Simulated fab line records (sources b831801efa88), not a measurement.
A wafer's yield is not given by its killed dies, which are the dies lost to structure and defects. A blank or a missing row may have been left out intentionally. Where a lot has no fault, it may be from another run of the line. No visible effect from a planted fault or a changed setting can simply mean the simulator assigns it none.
One fault through the eyes of 2 desks || flow gf180mcu || each desk has only its own numbers; what lay behind them comes last

## TOOL OWNER'S DESK, implanter-03
GF_HV_LDD_IMPLANT_48, tool's own readings: per-lot mean of the sampled wafers with a number, covering each lot this tool ran. Marked OUT: a lot whose mean sits more than 4 standard deviations from the usual mean, which makes it out of limits; the brackets give that distance.
Columns: A = beam_on_s at GF_HV_LDD_IMPLANT_48, usual 10.00 s; B = faraday_current_uA at GF_HV_LDD_IMPLANT_48, usual 169
{"lot": "L250", "first seen here": "day 14 14:47", "A": 9.93, "B": 171}
{"lot": "L256", "first seen here": "day 16 08:55", "A": "7.93 (-10) OUT", "B": "214 (+14) OUT"}
{"lot": "L257", "first seen here": "day 16 21:19", "A": "7.90 (-10) OUT", "B": "214 (+14) OUT"}
{"lot": "L264", "first seen here": "day 19 12:18", "A": 9.91, "B": 171}
{"lot": "L266", "first seen here": "day 19 22:55", "A": 9.88, "B": 170}
{"lot": "L267", "first seen here": "day 20 06:08", "A": 10.09, "B": 168}
This desk's verdict: out of limits on L256, L257, starting with L256 at day 16 08:55 (beam_on_s at GF_HV_LDD_IMPLANT_48). L250, L264, L266, L267 stayed within limits.

## AT THE METROLOGY DESK
What the gauges read for every lot (on any tool): the sampled wafers with a number, averaged. Marked OUT: a lot whose mean sits more than 4 standard deviations from the usual mean, which makes it out of limits; the brackets give that distance.
Columns: A = HV_LDD_OVL at GF_HV_LDD_OVL_MEAS_08, usual -0.1 nm; B = HV_LDD_03_OVL at GF_HV_LDD_OVL_MEAS_47, usual 0.8 nm; C = HV_LDD_4_TW at GF_HV_LDD_TW_MEAS_50, usual 570
{"lot": "L244", "first seen here": "day 9 23:58", "A": -0.7, "B": 1.2, "C": 578}
{"lot": "L245", "first seen here": "day 10 08:23", "A": 0.3, "B": 0.5, "C": 569}
{"lot": "L248", "first seen here": "day 11 05:47", "A": 1.6, "B": 3.1, "C": 575}
{"lot": "L249", "first seen here": "day 11 12:02", "A": 1.1, "B": 0.9, "C": 565}
{"lot": "L250", "first seen here": "day 12 01:14", "A": -0.2, "B": 0.4, "C": 563}
{"lot": "L251", "first seen here": "day 12 13:27", "A": -0.7, "B": 1.5, "C": 564}
{"lot": "L256", "first seen here": "day 13 15:55", "A": 0.6, "B": 1.9, "C": "532 (-8.5) OUT"}
{"lot": "L257", "first seen here": "day 14 04:19", "A": 0.9, "B": 0.3, "C": "530 (-8.8) OUT"}
{"lot": "L263", "first seen here": "day 15 23:38", "A": 1.0, "B": 1.8, "C": 572}
{"lot": "L264", "first seen here": "day 16 13:16", "A": -0.2, "B": 0.3, "C": 572}
{"lot": "L265", "first seen here": "day 16 13:44", "A": -0.1, "B": -1.5, "C": 572}
{"lot": "L266", "first seen here": "day 16 22:30", "A": 0.0, "B": 0.4, "C": 569}
{"lot": "L267", "first seen here": "day 17 05:23", "A": -1.6, "B": -0.5, "C": 575}
This desk reports L256, L257 out of limits; the earliest was L256 at day 16 09:08 (HV_LDD_4_TW at GF_HV_LDD_TW_MEAS_50). L244, L245, L248, L249, L250, L251, L263, L264, L265, L266, L267 stayed within limits.

## TAKEN TOGETHER
On L256, L257, at day 16 08:55, an alarm was possible from the tool owner's desk.
An alarm was possible from the metrology desk at day 16 09:08, on L256, L257.
Every lot named ran GF_HV_LDD_IMPLANT_48 on implanter-03.

## WHAT WAS PUT IN BY THE SIMULATOR
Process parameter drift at GF_HV_LDD_IMPLANT_48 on implanter-03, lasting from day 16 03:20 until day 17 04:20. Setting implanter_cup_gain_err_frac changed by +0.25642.
Shown lots that were struck: L256, L257.
Hours from the fault's start to each desk's first reading out of limits: the tool owner's desk, 6; the metrology desk, 6.
